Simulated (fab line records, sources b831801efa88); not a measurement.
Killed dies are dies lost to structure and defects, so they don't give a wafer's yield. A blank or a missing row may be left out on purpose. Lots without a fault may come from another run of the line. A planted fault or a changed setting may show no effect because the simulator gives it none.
Which tool did it? | flow gf180mcu | 13 lots, 39 wafers sampled, at 2 steps of a route of 602

WHAT THE GAUGES READ, wafer by wafer
GF_V5_THK_MEAS_03. Usual: V5_CVD_02_THK 1450 nm, standard deviation 17.
lot  | measured     | on            | V5_CVD_02_THK (nm) | flag
L404 | day 26 04:37 | film_metro-02 | 1440 1423 1461     |
L405 | day 26 10:16 | film_metro-03 | 1443 1454 1452     |
L409 | day 27 21:55 | film_metro-04 | 1453 1442 1461     |
L410 | day 28 03:29 | film_metro-04 | 1441 1439 1447     |
L412 | day 28 18:03 | film_metro-04 | 1426 1457 1466     |
L414 | day 29 12:33 | film_metro-04 | 1446 1396 1446     |
L416 | day 30 05:43 | film_metro-03 | 1449 1462 1491     |
L417 | day 30 14:16 | film_metro-03 | 1452 1464 1472     |
L418 | day 30 21:24 | film_metro-04 | 1431 1476 1442     |
L421 | day 31 14:53 | film_metro-03 | 1432 1455 1467     |
L423 | day 31 21:21 | film_metro-04 | 1435 1469 1450     |
L425 | day 32 09:16 | film_metro-04 | 1428 1476 1440     |
L426 | day 32 16:00 | film_metro-02 | 1447 1429 1457     |

WHICH TOOL RAN EACH LOT (tool, then ch and the chambers of the sampled wafers, then the start)
lot  | GF_V4_CLEAN_20
L404 | wet_bench-03 ch 3, day 24 06:30
L405 | wet_bench-02 ch 0, day 24 12:08
L409 | wet_bench-03 ch 0, day 26 02:42
L410 | wet_bench-03 ch 0, day 26 08:56
L412 | wet_bench-03 ch 0, day 27 01:02
L414 | wet_bench-01 ch 1, day 27 19:35
L416 | wet_bench-02 ch 1, day 28 13:51
L417 | wet_bench-01 ch 3, day 28 21:45
L418 | wet_bench-02 ch 2, day 29 06:14
L421 | wet_bench-01 ch 0, day 30 01:17
L423 | wet_bench-02 ch 1, day 30 08:34
L425 | wet_bench-03 ch 3, day 30 19:28
L426 | wet_bench-03 ch 3, day 31 02:52
- GF_V4_CLEAN_20: cleans in DIW.

WHAT THE TOOLS THEMSELVES READ (means of the sampled wafers that have a number; where no wafer has one, the mark that the record gives instead)
The record holds no such reading with a usual standard deviation.

THE ANSWER, worked out from the rows above alone
Rule: a lot is off if the mean of its wafers that have a number lies more than 3 standard deviations from the usual mean. A lot without any number at a reading at which 4 lots or more have one is off too. The other lots that the step has rows for count as sound. The gauges are gone through in route order, then the tools' own readings, and for those a lot's mean is taken as printed above. The first step at which some lot is off is used, and at that step the reading that is off furthest; a lot without a number counts as furthest.
No lot is off at any reading shown: from this, nothing can be told.

WHAT THE SIMULATOR HAD PUT IN
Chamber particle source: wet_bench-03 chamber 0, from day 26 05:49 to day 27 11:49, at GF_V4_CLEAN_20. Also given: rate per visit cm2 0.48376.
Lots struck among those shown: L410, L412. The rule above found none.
